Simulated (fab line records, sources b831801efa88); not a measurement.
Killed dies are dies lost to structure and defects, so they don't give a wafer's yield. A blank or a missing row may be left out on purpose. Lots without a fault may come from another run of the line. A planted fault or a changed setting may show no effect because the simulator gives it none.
One fault seen from 2 desks | flow gf180mcu | each desk has only its own numbers; what lay behind them comes last

THE METROLOGY DESK
What the gauges read, lot by lot, whatever tool the lot ran on: means of the sampled wafers that have a number. A lot is out of limits, marked OUT, if its mean lies more than 4 standard deviations from the usual mean; the brackets give that distance.
Columns: A = STI_CVD_03_THK at GF_STI_THK_MEAS_04, usual 208.2 nm; B = MVSD_OVL at GF_MVSD_OVL_MEAS_07, usual -1.5 nm; C = DUAL_GATE_OXIDATION_00_THK at GF_DUAL_GATE_THK_MEAS_03, usual 10.94 nm; D = cd_nm at GF_POLY_GATE_CD_MEAS_10, usual 279.9 nm
lot  | first seen here | A     | B                | C     | D
L752 | day 1 14:40     | 206.6 | 0.2              | 10.81 | 279.8
L753 | day 1 18:34     | 209.0 | -0.2             | 11.10 | 280.4
L754 | day 1 23:34     | 207.2 | -1.0             | 10.76 | 279.3
L755 | day 2 04:34     | 205.7 | -3.2             | 11.09 | 278.7
L756 | day 2 10:31     | 207.5 | 0.2              | 11.07 | 277.8
L757 | day 2 14:34     | 206.7 | -0.9             | 10.65 | 279.9
L758 | day 2 19:34     | 208.3 | -2.7             | 11.28 | 279.8
L760 | day 3 05:34     | 208.8 | -2.9             | 10.81 | 279.1
L762 | day 3 16:34     | 208.8 | -4.3             | 11.01 | 281.3
L763 | day 3 20:34     | 207.1 | -1.0             | 11.08 | 279.7
L764 | day 4 02:37     | 208.6 | -128.5 (-85) OUT | -     | -
L765 | day 4 06:34     | 209.9 | -130.9 (-86) OUT | -     | -
L772 | day 5 18:40     | 207.9 | -1.6             | 10.79 | 280.5
L775 | day 6 10:03     | 204.4 | -1.3             | 11.27 | 280.0
This desk's finding: out of limits on L764, L765; first on L764, day 7 08:16 (MVSD_OVL at GF_MVSD_OVL_MEAS_07). In limits: L752, L753, L754, L755, L756, L757, L758, L760, L762, L763, L772, L775.

THE TOOL OWNER'S DESK: iline_stepper-01
The tool's own readings at GF_MVSD_EXPOSE_04 (exposes mask MVSD, target cd 1000 nm): means of the sampled wafers that have a number, for each lot that ran on this tool. A lot is out of limits, marked OUT, if its mean lies more than 4 standard deviations from the usual mean; the brackets give that distance.
Columns: A = exposure_dose_mJ_cm2 at GF_MVSD_EXPOSE_04, usual 260.01; B = reticle_temp_C at GF_MVSD_EXPOSE_04, usual 22.98 C
lot  | first seen here | A      | B
L753 | day 4 09:29     | 259.99 | 22.93
L754 | day 4 16:02     | 260.20 | 23.06
L756 | day 5 03:45     | 259.97 | 23.02
L757 | day 5 11:19     | 259.85 | 22.81
L762 | day 6 15:27     | 259.85 | 22.99
L764 | day 7 00:47     | 259.82 | 23.00
L765 | day 7 04:37     | 260.08 | 23.11
This desk's finding: nothing out of limits on any of the 7 lots.

PUT TOGETHER
The metrology desk could have raised an alarm at day 7 08:16, on L764, L765.
The tool owner's desk saw nothing out of limits.
The tool owner's desk has L764, L765 on record, within its limits.
Of the lots named, all ran GF_MVSD_EXPOSE_04 on iline_stepper-01.

WHAT THE SIMULATOR HAD PUT IN
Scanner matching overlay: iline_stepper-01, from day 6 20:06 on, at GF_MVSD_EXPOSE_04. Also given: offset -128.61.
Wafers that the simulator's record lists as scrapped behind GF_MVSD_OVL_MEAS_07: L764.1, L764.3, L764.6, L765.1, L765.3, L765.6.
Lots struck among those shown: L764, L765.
Hours from the fault's start to each desk's first reading out of limits: the metrology desk, 12.
